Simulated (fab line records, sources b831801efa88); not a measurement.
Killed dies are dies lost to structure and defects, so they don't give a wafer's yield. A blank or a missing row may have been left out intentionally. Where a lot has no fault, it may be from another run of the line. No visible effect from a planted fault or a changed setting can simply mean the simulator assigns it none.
Which tool is to blame? ; flow sky130 ; 39 wafers from 13 lots sampled at 2 of the route's 708 steps

## WHAT THE GAUGES SHOWED, per wafer
SKY_LI_CONTACT_THK_MEAS_23: measures by xrf. Usual: LI_CONTACT_W_THK gives 404 nm (standard deviation 6.1).
lot;measured;on;LI_CONTACT_W_THK (nm);flag
L923;day 29 01:05;film-metro-03;393 402 408;
L924;day 29 07:22;film-metro-01;404 403 396;
L925;day 29 15:28;film-metro-02;413 413 407;
L927;day 30 10:25;film-metro-01;403 404 406;
L928;day 30 21:07;film-metro-03;398 403 402;
L929;day 30 23:11;film-metro-03;406 403 403;
L930;day 31 15:16;film-metro-02;412 412 412;
L932;day 32 09:40;film-metro-03;397 397 400;
L937;day 33 18:10;film-metro-03;404 398 396;
L940;day 34 20:49;film-metro-02;413 414 414;
L941;day 34 23:07;film-metro-02;423 422 412;
L942;day 35 22:29;film-metro-01;402 401 399;
L945;day 36 06:15;film-metro-01;404 399 406;

SKY_CONTACT_CD_MEAS_14: the cd target is 170 nm. Usual: cd-nm reads 170.6 nm (standard deviation 1.4).
lot;measured;on;cd-nm (nm);flag
L923;day 31 11:52;cd-sem-01;171.5 170.9 172.2;
L924;day 31 16:50;cd-sem-01;167.0 169.8 169.5;
L925;day 32 01:14;cd-sem-01;172.3 171.9 170.9;
L927;day 32 20:10;cd-sem-01;167.6 168.0 167.3;
L928;day 33 06:26;cd-sem-01;169.9 170.1 169.1;
L929;day 33 08:01;cd-sem-01;171.9 171.2 169.9;
L930;day 33 22:49;cd-sem-01;169.5 168.3 167.7;
L932;day 34 16:55;cd-sem-02;170.5 170.1 169.7;
L937;day 36 00:28;cd-sem-02;172.0 172.5 173.7;
L940;day 37 03:05;cd-sem-01;171.8 171.4 170.7;
L941;day 37 05:58;cd-sem-01;171.0 170.3 170.3;
L942;day 38 03:53;cd-sem-02;172.4 172.1 170.6;
L945;day 38 11:10;cd-sem-02;169.8 170.1 169.7;

## WHAT TOOL EACH LOT RAN ON (gives the tool, then ch and the chambers of the sampled wafers, and finally the start)
The record holds no process step before these readings.

## WHAT THE TOOLS THEMSELVES READ (means of the sampled wafers that have a number; where no wafer has one, the mark that the record gives instead)
The record holds no such reading with a usual standard deviation.

## THE ANSWER, worked out from the rows above alone
Rule: take the mean of a lot's wafers that have a number; if it is more than 3 standard deviations from the usual mean, the lot is off. Also off: a lot with no number at a reading for which 4 or more lots have one. The other lots that the step has rows for count as sound. First the gauges in route order, then the tools' own readings, where a lot's mean is used as printed above. The first step at which some lot is off is used, and at that step the reading that is off furthest; a lot without a number counts as furthest.
Nothing can be told from this: no lot is off at any reading shown.

## WHAT THE SIMULATOR PUT IN
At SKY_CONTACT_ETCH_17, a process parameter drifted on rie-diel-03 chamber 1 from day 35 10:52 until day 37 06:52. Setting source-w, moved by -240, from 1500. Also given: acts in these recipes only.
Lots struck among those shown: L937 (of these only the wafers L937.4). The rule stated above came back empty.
